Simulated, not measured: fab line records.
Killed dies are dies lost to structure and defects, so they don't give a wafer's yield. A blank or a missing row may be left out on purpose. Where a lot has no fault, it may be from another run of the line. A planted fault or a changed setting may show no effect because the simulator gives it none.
A struck lot beside a sound one :: flow sky130 :: 26 out of 708 route steps
Sound: these wafers, L348.1, L348.4, L348.5. Struck: wafers L347.3, L347.4, L347.6. At the end, the cause is stated.
Each step with rows lists, per side, the tool, then ch with its chambers, then its first start. Under that, the readings that differ: sound wafers :: struck wafers :: difference of the means :: sigmas: that difference in standard deviations of wafers without a fault.
alike: words and numbers the same on both sides, and readings whose means are apart by under 2 such deviations; not compared: readings that were withheld, readings missing a value for some wafer, numbers with overlapping values and no deviation given by the record, and bounds like >300 which may hide the same value.
Wherever a step has rows on one side only, a row that says differs or no value, or a row with sigmas, the two part there. Numbers that have no deviation but don't overlap get no sigmas and don't part them. Lack of a reading on every wafer of one side parts them only where that side has two or more wafers.

first, 10 steps without rows for these wafers: SKY_LOCAL_INTERCONNECT_SOFTBAKE_07 (time 90 s); SKY_LOCAL_INTERCONNECT_EXPOSE_08 (exposes mask LI1M, target cd 170 nm); SKY_LOCAL_INTERCONNECT_PEB_09; SKY_LOCAL_INTERCONNECT_DEVELOP_10 (develop time 60 s); SKY_LOCAL_INTERCONNECT_ETCH_13 (etches BARC in N2/H2, stops on SiO2, time 45.9 s, target depth 60 nm); SKY_LOCAL_INTERCONNECT_METAL_ETCH_14 (etches TiN in Cl2/BCl3, stops on PSG, target depth 110 nm, time 31.4 s); SKY_LOCAL_INTERCONNECT_STRIP_15 (strips in O2/N2); SKY_LOCAL_INTERCONNECT_STRIP_16 (strips in post etch residue remover, time 1200 s); SKY_LOCAL_INTERCONNECT_CLEAN_17 (cleans in IPA, time 180 s); SKY_LOCAL_INTERCONNECT_CLEAN_18 (cleans in O3/DIW).
SKY_CONTACT_CVD_00: deposits Si3N4, target thk 75 nm.
  sound on pecvd-01 ch 0,1,2, day 36 17:20; struck on pecvd-02 ch 0,2, day 35 20:58
  no value came back on the struck wafers for heaterPowerOuterW (W), heaterPowerW (W), rfFwdPowerW (W); on the sound wafers heaterPowerOuterW (W) reads 363 422 391
then, 12 steps without rows for these wafers: SKY_CONTACT_HDPCVD_02 (deposits SiO2, target thk 565 nm, time 94.2 s); SKY_CONTACT_CMP_04 (polishes SiO2); SKY_CONTACT_DEHYDRATE_06 (time 60 s); SKY_CONTACT_HMDS_07 (prime time 60 s); SKY_CONTACT_COAT_08 (resist thk 60 nm); SKY_CONTACT_COAT_09 (resist thk 450 nm); SKY_CONTACT_SOFTBAKE_10 (time 90 s); SKY_CONTACT_EXPOSE_11 (exposes mask CTM1, target cd 170 nm); SKY_CONTACT_PEB_12; SKY_CONTACT_DEVELOP_13 (develop time 60 s); SKY_CONTACT_ETCH_16 (etches BARC in N2/H2, stops on SiO2, time 45.9 s, target depth 60 nm); SKY_CONTACT_ETCH_17 (etches SiO2 in C4F8/O2/Ar, stops on Si3N4, target depth 340 nm).
SKY_CONTACT_ETCH_18: etches Si3N4 in CHF3/O2, stops on TiN, time 39 s, target depth 75 nm.
  sound: rieDiel-03 ch 0,3; struck: rieDiel-02 ch 1,2,3
reading: oesProductAu (a.u.)
sound: 0.848 0.866 0.856
struck: 0.378 0.380 0.380
difference: -0.477
sigmas: -58

reading: throttleValvePct (%)
sound: 8.778 8.788 8.801
struck: 8.685 8.683 8.675
difference: -0.108
sigmas: -13

reading: model.etch.depthNm (nm)
sound: 74.27 76.43 76.71
struck: 0 0 0
difference: -76
sigmas: 
  alike: drypumpMotorCurrentA, rfFwdPowerW
  not compared: rfHoursCounterH
then, 1 step without rows for these wafers: SKY_CONTACT_STRIP_19 (strips in O2/N2).
-- the record jumps here: 14 days lie between the struck wafers' starts before and after (it left off in module CONTACT and takes up again in module PAD_OPEN, whose first step shown is number 708 of the route) --
SKY_PAD_OPEN_PROBE_99:
  sound on prober-02, day 50 07:35; struck on prober-01, day 49 17:49
reading: killedAtContacts
sound: 20 30 29
struck: 432 432 429
difference: +405
sigmas: +78

reading: killedDies
sound: 60 86 89
struck: 492 492 492
difference: +414
sigmas: +46

reading: killedOnRim
sound: 9 18 16
struck: 96 96 96
difference: +82
sigmas: +22
  alike: killed_at_M0_to_M3, killed_at_M4_up, killedAtFrontEnd, killedAtOther, killedOpen, killedShort

## WHERE THEY PART
At SKY_CONTACT_CVD_00 first; at SKY_PAD_OPEN_PROBE_99 last (within this record only).

WHY: the cause the simulator had injected
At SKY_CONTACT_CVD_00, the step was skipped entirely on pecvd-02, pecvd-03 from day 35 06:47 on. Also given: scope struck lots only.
